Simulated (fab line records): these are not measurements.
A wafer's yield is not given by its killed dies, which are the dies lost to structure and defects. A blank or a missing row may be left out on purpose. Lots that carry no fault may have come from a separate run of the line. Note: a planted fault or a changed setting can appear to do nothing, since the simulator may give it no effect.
fab line records + flow sky130
record:
- lots: 12
- wafers: 36
- last_day: 50
route steps=708 shown LDD_N@253 RES_XHIGH@341 SD_N@346 PAD_OPEN@708
lots with no fault: from the same line, run without faults
start_h: start of the lot's first displayed wafer, in hours after the record's first day + wait_h: time in hours since the lot's previous step + " the same as in the row above + L1.1+2: several wafers, shown together as one row + - either no value or no given start + * or withheld: withheld + < > ~ a bound
route shown NAME@n: names a module that has steps shown in the file, with the first one's number in the route + usual: mean and standard deviation over wafers with no fault + same: alike in all rows + chamber/n: place in a boat + sites: the reading at each site + _std_site: the standard deviation of these + _edge_site: the outer-site mean with the inner-site mean subtracted + radius_mm: for every site, how far away it sits from the centre of the wafer + mask NAME#n: copy n + behind: the most recent tool/chamber to have shaped the wafer + hold: why the lot went on hold/how many hours it stayed there/how the hold came to an end + device: the n, p or np transistor that did not switch + end of line: the tests these same wafers got at the end of their route + a step without rows: its recipe alone + killed: not the wafer's yield, but the dies lost to structure and defects at the first sort + map: dies across one wafer; x = killed, . = not, _ = none there
set.NAME: setting as actually run; set.NAME@STEP: the setting as run at that earlier step + model.NAME: the simulator's own value behind a step, which no gauge read
route steps across a sampled set of lots; one table per step, one row per wafer
services: the hour from which a tool's chamber was out of use, counted from the record's first day as start_h (under 0 if before that day), plus the number of hours and why
== steps ==
step: SKY_LDD_N_STRIP_16
recipe:
- chemistry: O2/N2
- power_w: 1400
- pressure_mtorr: 1500
- platen_temp_c: withheld
- o2_flow_sccm: 3000
- n2_flow_sccm: 300
- overash_fraction: 0.5
usual:
- drypump_motor_current_A: 5.7/0.5
- n2_flow_sccm: 300.0/0.83
- oes_product_au: 0.406/0.0047
- strip_time_to_endpoint_s: 4.311/0.016
| lot.wafer | tool            | chamber | start_h | wait_h | drypump_motor_current_A | n2_flow_sccm | oes_product_au | rf_hours_counter_h | strip_time_to_endpoint_s |
|-----------|-----------------|---------|---------|--------|-------------------------|--------------|----------------|--------------------|--------------------------|
| L378.4    | plasma_asher-01 | 1       | 408.53  | 0.1    | 5.4                     | 300.9        | 0.408          | -                  | 4.315                    |
| L378.5    | "               | 0       | "       | "      | 6.6                     | 301.5        | 0.409          | -                  | 4.341                    |
| L378.6    | "               | 1       | "       | "      | 5.4                     | 300.5        | 0.413          | -                  | 4.326                    |
| L380.1    | plasma_asher-03 | 0       | 421.55  | 0.1    | 6.4                     | 300.6        | 0.406          | 59                 | 4.317                    |
| L380.3    | "               | 0       | "       | "      | 6.5                     | 300.9        | 0.410          | -                  | 4.320                    |
| L380.6    | "               | 1       | "       | "      | 5.3                     | 299.1        | 0.400          | -                  | 4.316                    |
| L382.2    | plasma_asher-01 | 0       | 454.05  | 0.1    | 6.6                     | 298.7        | 0.409          | 33                 | 4.310                    |
| L382.3    | "               | 1       | "       | "      | 5.4                     | 299.5        | 0.399          | -                  | 4.306                    |
| L382.6    | "               | 0       | "       | "      | 6.5                     | 301.3        | 0.404          | -                  | 4.315                    |
| L386.1    | plasma_asher-01 | 0       | 483.05  | 0.1    | 6.6                     | 300.4        | 0.413          | 36                 | 4.298                    |
| L386.4    | "               | 1       | "       | "      | 5.4                     | 298.9        | 0.398          | -                  | 4.290                    |
| L386.6    | "               | 1       | "       | "      | 5.4                     | 298.2        | 0.407          | -                  | 4.295                    |
| L387.3    | plasma_asher-02 | 1       | 491.24  | 0.1    | 5.4                     | 299.5        | 0.406          | -                  | 4.301                    |
| L387.4    | "               | 0       | "       | "      | 5.5                     | 299.1        | 0.410          | -                  | 4.313                    |
| L387.6    | "               | 1       | "       | "      | 5.4                     | 299.9        | 0.400          | -                  | 4.325                    |
| L389.1    | plasma_asher-03 | 1       | 510.00  | 0.1    | 5.3                     | 300.3        | 0.402          | 68                 | 4.316                    |
| L389.2    | "               | 0       | "       | "      | 6.5                     | 299.5        | 0.403          | 68                 | 4.288                    |
| L389.6    | "               | 0       | "       | "      | 6.5                     | 299.4        | 0.400          | -                  | 4.295                    |
| L391.2    | plasma_asher-02 | 0       | 525.25  | 0.1    | 5.5                     | 302.0        | 0.412          | 9                  | 4.322                    |
| L391.4    | "               | 0       | "       | "      | 5.5                     | 301.4        | 0.410          | -                  | 4.289                    |
| L391.5    | "               | 1       | "       | "      | 5.4                     | 299.7        | 0.406          | -                  | 4.304                    |
| L392.2    | plasma_asher-02 | 0       | 529.85  | 0.1    | 5.5                     | 298.2        | 0.414          | 10                 | 4.292                    |
| L392.3    | "               | 0       | "       | "      | 5.5                     | 299.3        | 0.404          | -                  | 4.299                    |
| L392.6    | "               | 1       | "       | "      | 5.4                     | 301.0        | 0.410          | -                  | 4.294                    |
| L396.1    | plasma_asher-02 | 0       | 569.55  | 0.1    | 5.5                     | 301.9        | 0.406          | 12                 | 4.298                    |
| L396.5    | "               | 1       | "       | "      | 5.4                     | 300.4        | 0.406          | -                  | 4.308                    |
| L396.6    | "               | 0       | "       | "      | 5.5                     | 300.7        | 0.397          | -                  | 4.295                    |
| L398.3    | plasma_asher-02 | 0       | 586.08  | 0.1    | 5.5                     | 299.5        | 0.412          | -                  | 4.314                    |
| L398.4    | "               | 1       | "       | "      | 5.4                     | 299.2        | 0.411          | -                  | 4.325                    |
| L398.5    | "               | 1       | "       | "      | 5.4                     | 300.2        | 0.404          | -                  | 4.309                    |
| L399.2    | plasma_asher-03 | 0       | 587.65  | 0.1    | 6.5                     | 299.3        | 0.406          | 77                 | 4.347                    |
| L399.4    | "               | 0       | "       | "      | 6.5                     | 300.4        | 0.400          | -                  | 4.331                    |
| L399.6    | "               | 0       | "       | "      | 6.4                     | 300.1        | 0.414          | -                  | 4.343                    |
| L400.1    | plasma_asher-01 | 0       | 595.10  | 0.1    | 6.5                     | 298.9        | 0.408          | 48                 | 4.316                    |
| L400.3    | "               | 0       | "       | "      | 6.6                     | 297.2        | 0.413          | -                  | 4.294                    |
| L400.6    | "               | 1       | "       | "      | 5.4                     | 299.7        | 0.403          | -                  | 4.312                    |
step: SKY_RES_XHIGH_TW_MEAS_09
usual:
- RES_XHIGH_TW: 1635/11
| lot.wafer | tool          | chamber | start_h | wait_h | RES_XHIGH_TW |
|-----------|---------------|---------|---------|--------|--------------|
| L378.4    | film_metro-03 | -       | 624.44  | 0.1    | 1659         |
| L378.5    | "             | -       | "       | "      | 1664         |
| L378.6    | "             | -       | "       | "      | 1651         |
| L380.1    | film_metro-03 | -       | 635.56  | 0.1    | 1653         |
| L380.3    | "             | -       | "       | "      | 1658         |
| L380.6    | "             | -       | "       | "      | 1650         |
| L382.2    | film_metro-02 | -       | 666.99  | 0.1    | 1636         |
| L382.3    | "             | -       | "       | "      | 1644         |
| L382.6    | "             | -       | "       | "      | 1646         |
| L386.1    | film_metro-04 | -       | 696.77  | 0.1    | 1627         |
| L386.4    | "             | -       | "       | "      | 1628         |
| L386.6    | "             | -       | "       | "      | 1635         |
| L387.3    | film_metro-02 | -       | 701.50  | 0.1    | 1626         |
| L387.4    | "             | -       | "       | "      | 1642         |
| L387.6    | "             | -       | "       | "      | 1630         |
| L389.1    | film_metro-04 | -       | 717.18  | 0.1    | 1635         |
| L389.2    | "             | -       | "       | "      | 1627         |
| L389.6    | "             | -       | "       | "      | 1631         |
| L391.2    | film_metro-03 | -       | 731.87  | 0.1    | 1644         |
| L391.4    | "             | -       | "       | "      | 1636         |
| L391.5    | "             | -       | "       | "      | 1643         |
| L392.2    | film_metro-04 | -       | 735.59  | 0.1    | 1619         |
| L392.3    | "             | -       | "       | "      | 1618         |
| L392.6    | "             | -       | "       | "      | 1623         |
| L396.1    | film_metro-03 | -       | 769.96  | 0.1    | 1621         |
| L396.5    | "             | -       | "       | "      | 1633         |
| L396.6    | "             | -       | "       | "      | 1629         |
| L398.3    | film_metro-04 | -       | 786.40  | 0.1    | 1626         |
| L398.4    | "             | -       | "       | "      | 1635         |
| L398.5    | "             | -       | "       | "      | 1623         |
| L399.2    | film_metro-04 | -       | 788.92  | 0.1    | 1637         |
| L399.4    | "             | -       | "       | "      | 1629         |
| L399.6    | "             | -       | "       | "      | 1632         |
| L400.1    | film_metro-03 | -       | 795.27  | 0.1    | 1638         |
| L400.3    | "             | -       | "       | "      | 1643         |
| L400.6    | "             | -       | "       | "      | 1638         |
step: SKY_SD_N_EXPOSE_04
recipe:
- mask_id: NSDM
- na: 0.6
- source_shape: conventional
- sigma_outer: 0.6
- polarization: unpolarized
- target_cd_nm: 380
- dose_mj: 141
usual:
- exposure_dose_mJ_cm2: 140.97/0.14
- reticle_temp_C: 23.02/0.097
| lot.wafer | tool             | chamber | start_h | wait_h | mask   | exposure_dose_mJ_cm2 | reticle_temp_C |
|-----------|------------------|---------|---------|--------|--------|----------------------|----------------|
| L378.4    | iline_stepper-02 | 0       | 639.52  | -      | NSDM#0 | 140.85               | 23.04          |
| L378.5    | "                | 0       | "       | "      | NSDM#0 | 140.92               | 23.22          |
| L378.6    | "                | 0       | "       | "      | NSDM#0 | 140.80               | 23.13          |
| L380.1    | iline_stepper-01 | 0       | 649.22  | -      | NSDM#0 | 141.00               | 23.00          |
| L380.3    | "                | 0       | "       | "      | NSDM#0 | 140.99               | 22.91          |
| L380.6    | "                | 0       | "       | "      | NSDM#0 | 141.04               | 22.94          |
| L382.2    | iline_stepper-02 | 0       | 680.61  | -      | NSDM#0 | 141.02               | 22.97          |
| L382.3    | "                | 0       | "       | "      | NSDM#0 | 141.02               | 22.91          |
| L382.6    | "                | 0       | "       | "      | NSDM#0 | 141.08               | 22.93          |
| L386.1    | iline_stepper-02 | 0       | 709.87  | -      | NSDM#0 | 140.99               | 22.95          |
| L386.4    | "                | 0       | "       | "      | NSDM#0 | 140.89               | 23.03          |
| L386.6    | "                | 0       | "       | "      | NSDM#0 | 140.82               | 23.01          |
| L387.3    | iline_stepper-02 | 0       | 715.71  | -      | NSDM#0 | 141.04               | 23.15          |
| L387.4    | "                | 0       | "       | "      | NSDM#0 | 141.00               | 23.03          |
| L387.6    | "                | 0       | "       | "      | NSDM#0 | 140.99               | 22.97          |
| L389.1    | iline_stepper-01 | 0       | 731.14  | -      | NSDM#0 | 140.71               | 22.97          |
| L389.2    | "                | 0       | "       | "      | NSDM#0 | 140.97               | 23.14          |
| L389.6    | "                | 0       | "       | "      | NSDM#0 | 141.10               | 23.00          |
| L391.2    | iline_stepper-01 | 0       | 745.76  | -      | NSDM#0 | 141.00               | 23.18          |
| L391.4    | "                | 0       | "       | "      | NSDM#0 | 140.93               | 23.15          |
| L391.5    | "                | 0       | "       | "      | NSDM#0 | 141.06               | 23.19          |
| L392.2    | iline_stepper-01 | 0       | 749.74  | -      | NSDM#0 | 140.97               | 22.95          |
| L392.3    | "                | 0       | "       | "      | NSDM#0 | 141.12               | 23.10          |
| L392.6    | "                | 0       | "       | "      | NSDM#0 | 140.96               | 23.03          |
| L396.1    | iline_stepper-02 | 0       | 783.79  | -      | NSDM#0 | 158.83               | 23.15          |
| L396.5    | "                | 0       | "       | "      | NSDM#0 | 158.61               | 23.12          |
| L396.6    | "                | 0       | "       | "      | NSDM#0 | 158.78               | 22.93          |
| L398.3    | iline_stepper-01 | 0       | 799.00  | -      | NSDM#0 | 140.83               | 22.75          |
| L398.4    | "                | 0       | "       | "      | NSDM#0 | 140.97               | 23.00          |
| L398.5    | "                | 0       | "       | "      | NSDM#0 | 140.67               | 22.84          |
| L399.2    | iline_stepper-02 | 0       | 801.91  | -      | NSDM#0 | 154.93               | 23.02          |
| L399.4    | "                | 0       | "       | "      | NSDM#0 | 154.83               | 22.95          |
| L399.6    | "                | 0       | "       | "      | NSDM#0 | 154.85               | 23.02          |
| L400.1    | iline_stepper-01 | 0       | 808.15  | -      | NSDM#0 | 141.00               | 22.91          |
| L400.3    | "                | 0       | "       | "      | NSDM#0 | 140.95               | 22.96          |
| L400.6    | "                | 0       | "       | "      | NSDM#0 | 140.84               | 22.94          |
step: SKY_SD_N_CD_MEAS_07
recipe:
- target_cd_nm: 380
usual:
- cd_nm: 379.3/2.3
| lot.wafer | tool      | chamber | start_h | wait_h | cd_nm |
|-----------|-----------|---------|---------|--------|-------|
| L378.4    | cd_sem-02 | -       | 653.47  | 0.1    | 378.8 |
| L378.5    | "         | -       | "       | "      | 379.6 |
| L378.6    | "         | -       | "       | "      | 377.7 |
| L380.1    | cd_sem-02 | -       | 663.77  | 0.1    | 374.3 |
| L380.3    | "         | -       | "       | "      | 375.4 |
| L380.6    | "         | -       | "       | "      | 374.4 |
| L382.2    | cd_sem-02 | -       | 695.58  | 0.1    | 376.4 |
| L382.3    | "         | -       | "       | "      | 375.7 |
| L382.6    | "         | -       | "       | "      | 375.5 |
| L386.1    | cd_sem-01 | -       | 723.71  | 0.1    | 382.3 |
| L386.4    | "         | -       | "       | "      | 383.2 |
| L386.6    | "         | -       | "       | "      | 384.2 |
| L387.3    | cd_sem-01 | -       | 729.71  | 0.1    | 380.9 |
| L387.4    | "         | -       | "       | "      | 379.4 |
| L387.6    | "         | -       | "       | "      | 380.5 |
| L389.1    | cd_sem-02 | -       | 745.07  | 0.1    | 378.8 |
| L389.2    | "         | -       | "       | "      | 381.5 |
| L389.6    | "         | -       | "       | "      | 376.1 |
| L391.2    | cd_sem-02 | -       | 758.84  | 0.1    | 379.3 |
| L391.4    | "         | -       | "       | "      | 378.3 |
| L391.5    | "         | -       | "       | "      | 379.3 |
| L392.2    | cd_sem-02 | -       | 762.69  | 0.1    | 382.0 |
| L392.3    | "         | -       | "       | "      | 381.5 |
| L392.6    | "         | -       | "       | "      | 379.3 |
| L396.1    | cd_sem-02 | -       | 795.97  | 0.1    | 415.1 |
| L396.5    | "         | -       | "       | "      | 418.5 |
| L396.6    | "         | -       | "       | "      | 414.9 |
| L398.3    | cd_sem-02 | -       | 812.11  | 0.1    | 382.7 |
| L398.4    | "         | -       | "       | "      | 382.8 |
| L398.5    | "         | -       | "       | "      | 381.0 |
| L399.2    | cd_sem-02 | -       | 814.89  | 0.1    | 406.6 |
| L399.4    | "         | -       | "       | "      | 407.1 |
| L399.6    | "         | -       | "       | "      | 409.5 |
| L400.1    | cd_sem-01 | -       | 820.67  | 0.1    | 377.2 |
| L400.3    | "         | -       | "       | "      | 378.8 |
| L400.6    | "         | -       | "       | "      | 378.3 |
step: SKY_SD_N_RS_MEAS_18
recipe:
- thk_meas_gauge: four-point-probe
usual:
- RES_XHIGH_RS: 333.4/1.1
| lot.wafer | tool          | chamber | start_h | wait_h | RES_XHIGH_RS[ohm/sq] |
|-----------|---------------|---------|---------|--------|----------------------|
| L378.4    | film_metro-03 | -       | 654.56  | 0.1    | 332.7                |
| L378.5    | "             | -       | "       | "      | 333.4                |
| L378.6    | "             | -       | "       | "      | 333.0                |
| L380.1    | film_metro-03 | -       | 664.85  | 0.1    | 334.7                |
| L380.3    | "             | -       | "       | "      | 334.5                |
| L380.6    | "             | -       | "       | "      | 334.1                |
| L382.2    | film_metro-03 | -       | 696.66  | 0.1    | 332.6                |
| L382.3    | "             | -       | "       | "      | 332.8                |
| L382.6    | "             | -       | "       | "      | 333.0                |
| L386.1    | film_metro-02 | -       | 724.79  | 0.1    | 333.5                |
| L386.4    | "             | -       | "       | "      | 331.7                |
| L386.6    | "             | -       | "       | "      | 332.8                |
| L387.3    | film_metro-02 | -       | 730.79  | 0.1    | 334.7                |
| L387.4    | "             | -       | "       | "      | 335.3                |
| L387.6    | "             | -       | "       | "      | 334.2                |
| L389.1    | film_metro-02 | -       | 746.16  | 0.1    | 333.7                |
| L389.2    | "             | -       | "       | "      | 331.8                |
| L389.6    | "             | -       | "       | "      | 332.9                |
| L391.2    | film_metro-02 | -       | 759.97  | 0.1    | 334.7                |
| L391.4    | "             | -       | "       | "      | 333.0                |
| L391.5    | "             | -       | "       | "      | 333.4                |
| L392.2    | film_metro-04 | -       | 763.77  | 0.1    | 333.9                |
| L392.3    | "             | -       | "       | "      | 333.6                |
| L392.6    | "             | -       | "       | "      | 334.7                |
| L396.1    | film_metro-04 | -       | 797.05  | 0.1    | 335.2                |
| L396.5    | "             | -       | "       | "      | 333.1                |
| L396.6    | "             | -       | "       | "      | 333.3                |
| L398.3    | film_metro-03 | -       | 813.19  | 0.1    | 334.1                |
| L398.4    | "             | -       | "       | "      | 332.7                |
| L398.5    | "             | -       | "       | "      | 332.5                |
| L399.2    | film_metro-03 | -       | 815.97  | 0.1    | 334.4                |
| L399.4    | "             | -       | "       | "      | 334.0                |
| L399.6    | "             | -       | "       | "      | 334.4                |
| L400.1    | film_metro-04 | -       | 821.75  | 0.1    | 332.2                |
| L400.3    | "             | -       | "       | "      | 332.9                |
| L400.6    | "             | -       | "       | "      | 333.5                |
step: SKY_PAD_OPEN_PROBE_99
usual:
- killed_at_M0_to_M3: 42/6.1
- killed_at_M4_up: 3.4/2
- killed_at_contacts: 23/4.8
- killed_at_front_end: 15/3.8
- killed_at_other: 0.3/0.48
- killed_dies: 84/8.5
- killed_open: 46/6.8
- killed_short: 38/6.2
same:
- gross_dies: 492
- killed_at_back_side: 0
| lot.wafer | tool      | chamber | start_h | wait_h | killed_at_M0_to_M3 | killed_at_M4_up | killed_at_contacts | killed_at_front_end | killed_at_other | killed_dies | killed_open | killed_short |
|-----------|-----------|---------|---------|--------|--------------------|-----------------|--------------------|---------------------|-----------------|-------------|-------------|--------------|
| L386.1    | prober-02 | -       | 1133.61 | 0.1    | 52                 | 0               | 23                 | 12                  | 1               | 88          | 48          | 40           |
| L386.4    | prober-02 | -       | 1133.76 | 0.2    | 44                 | 6               | 18                 | 8                   | 0               | 76          | 45          | 31           |
| L391.2    | prober-01 | -       | 1161.12 | 0.1    | 44                 | 3               | 24                 | 15                  | 0               | 86          | 53          | 33           |
| L391.5    | prober-01 | -       | 1161.27 | 0.2    | 56                 | 5               | 22                 | 11                  | 0               | 94          | 45          | 49           |
| L392.2    | prober-02 | -       | 1162.67 | 0.1    | 34                 | 0               | 21                 | 12                  | 1               | 68          | 30          | 38           |
| L392.3    | prober-02 | -       | 1162.72 | 0.2    | 35                 | 2               | 17                 | 27                  | 2               | 83          | 45          | 37           |
| L392.6    | prober-02 | -       | 1162.87 | 0.2    | 40                 | 3               | 31                 | 18                  | 1               | 93          | 58          | 34           |
killed by level:class
L386.1 VIA1:geometric_particle:open=15 VIA2:geometric_particle:open=9 METAL1:geometric_particle:short=7 CONTACT:geometric_particle:short=6 METAL2:geometric_particle:short=6 VIA3:geometric_particle:open=6 FIELD_ISO:geometric_particle:short=5 CONTACT:geometric_particle:open=5
L386.4 VIA1:geometric_particle:open=12 CONTACT:geometric_particle:open=8 VIA3:geometric_particle:open=7 POLY_GATE:geometric_particle:open=5 METAL1:geometric_particle:short=5 VIA2:geometric_particle:short=4 VIA2:geometric_particle:open=4 METAL4:geometric_particle:short=4
L391.2 VIA1:geometric_particle:open=15 CONTACT:geometric_particle:open=14 VIA2:geometric_particle:open=8 CONTACT:geometric_particle:short=6 FIELD_ISO:geometric_particle:short=5 VIA2:geometric_particle:short=4 FIELD_ISO:geometric_particle:open=3 VIA1:geometric_particle:short=3
L391.5 VIA1:geometric_particle:open=13 VIA1:geometric_particle:short=9 CONTACT:geometric_particle:open=8 VIA3:geometric_particle:open=8 VIA2:geometric_particle:open=6 VIA3:geometric_particle:short=6 LI_CONTACT:geometric_particle:open=5 LOCAL_INTERCONNECT:geometric_particle:short=5
L392.2 CONTACT:geometric_particle:open=6 VIA3:geometric_particle:open=6 CONTACT:geometric_particle:short=5 VIA2:geometric_particle:open=5 FIELD_ISO:geometric_particle:short=4 POLY_GATE:geometric_particle:open=4 LI_CONTACT:geometric_particle:short=4 METAL2:geometric_particle:short=4
L392.3 VIA1:geometric_particle:open=10 FIELD_ISO:geometric_particle:short=8 CONTACT:geometric_particle:open=7 FIELD_ISO:geometric_particle:open=5 POLY_GATE:geometric_particle:open=5 METAL2:geometric_particle:short=5 POLY_GATE:geometric_particle:short=4 LI_CONTACT:geometric_particle:open=4
L392.6 CONTACT:geometric_particle:open=15 VIA3:geometric_particle:open=9 VIA1:geometric_particle:open=6 VIA2:geometric_particle:open=6 FIELD_ISO:geometric_particle:open=5 LOCAL_INTERCONNECT:geometric_particle:short=5 METAL1:geometric_particle:short=5 LI_CONTACT:geometric_particle:open=4
== services ==
| tool             | chamber | start_h | hours | kind                    |
|------------------|---------|---------|-------|-------------------------|
| iline_stepper-02 | -       | 396.71  | 1.7   | pm                      |
| plasma_asher-02  | -       | 421.25  | 9.0   | pm                      |
| plasma_asher-02  | 0       | 421.25  | 9.0   | vent_cycle              |
| plasma_asher-02  | 1       | 421.25  | 9.0   | vent_cycle              |
| iline_stepper-01 | 0       | 426.76  | -     | calibration             |
| iline_stepper-01 | -       | 457.93  | 4.4   | pm                      |
| iline_stepper-02 | 0       | 490.10  | -     | calibration             |
| iline_stepper-02 | -       | 556.05  | 1.5   | repair                  |
| plasma_asher-02  | -       | 556.41  | 12.3  | pm                      |
| plasma_asher-02  | -       | 576.48  | 2.1   | repair                  |
| iline_stepper-01 | -       | 590.45  | 1.7   | pm                      |
| iline_stepper-01 | -       | 599.42  | 4.0   | repair                  |
| iline_stepper-02 | -       | 614.93  | 1.7   | pm                      |
| iline_stepper-01 | 0       | 652.39  | -     | calibration             |
| iline_stepper-02 | 0       | 703.76  | -     | calibration             |
| plasma_asher-01  | -       | 719.23  | 14.6  | pm                      |
| plasma_asher-01  | -       | 733.80  | 2.8   | pm                      |
| iline_stepper-01 | -       | 734.66  | 2.1   | pm                      |
| iline_stepper-01 | -       | 736.74  | -     | consumable_replace:lamp |
| iline_stepper-02 | -       | 739.08  | 1.6   | repair                  |
| plasma_asher-03  | -       | 768.12  | 8.2   | repair                  |
| iline_stepper-02 | -       | 769.33  | 2.1   | pm                      |
| iline_stepper-02 | -       | 771.42  | -     | consumable_replace:lamp |
| plasma_asher-03  | -       | 783.98  | 2.8   | pm                      |
== key ==
first_sign:
- step: SKY_SD_N_EXPOSE_04
- reading: exposure_dose_mJ_cm2
- direction: up
- sigmas: 99+
- usual: *
- struck: *
effect:
- step: SKY_SD_N_CD_MEAS_07
- reading: cd_nm
- direction: up
- sigmas: 14
- usual: 379.3
- struck: 412.0
- through: control_loop
met_at SKY_SD_N_EXPOSE_04
struck_lots L396,L399
tester_left_out L396,L399
loop_trim:
- step: SKY_SD_N_EXPOSE_04
- setting: dose
- lots: L399
not_acting_at SKY_LDD_N_STRIP_16,SKY_RES_XHIGH_TW_MEAS_09,SKY_SD_N_RS_MEAS_18
onset_between 715.71 783.79
fault:
- kind: process_parameter_drift
- tool: iline_stepper-02
- chamber: -
- onset_h: 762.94
- steps: SKY_SD_N_EXPOSE_04
- channel: dose_mj
- offset: 17.537
- shape: step
- acts_in: these_recipes_only
- stated: 141
tester_left_out: of these lots the tester's yield and bins aren't shown, on N5 and GAA mostly nor the transistor test; their killed dies are dies lost to structure and defects alone, not to doping, threshold or leakage, so they don't give the yield
loop_trim: a control loop set the setting to another value than it would have without faults
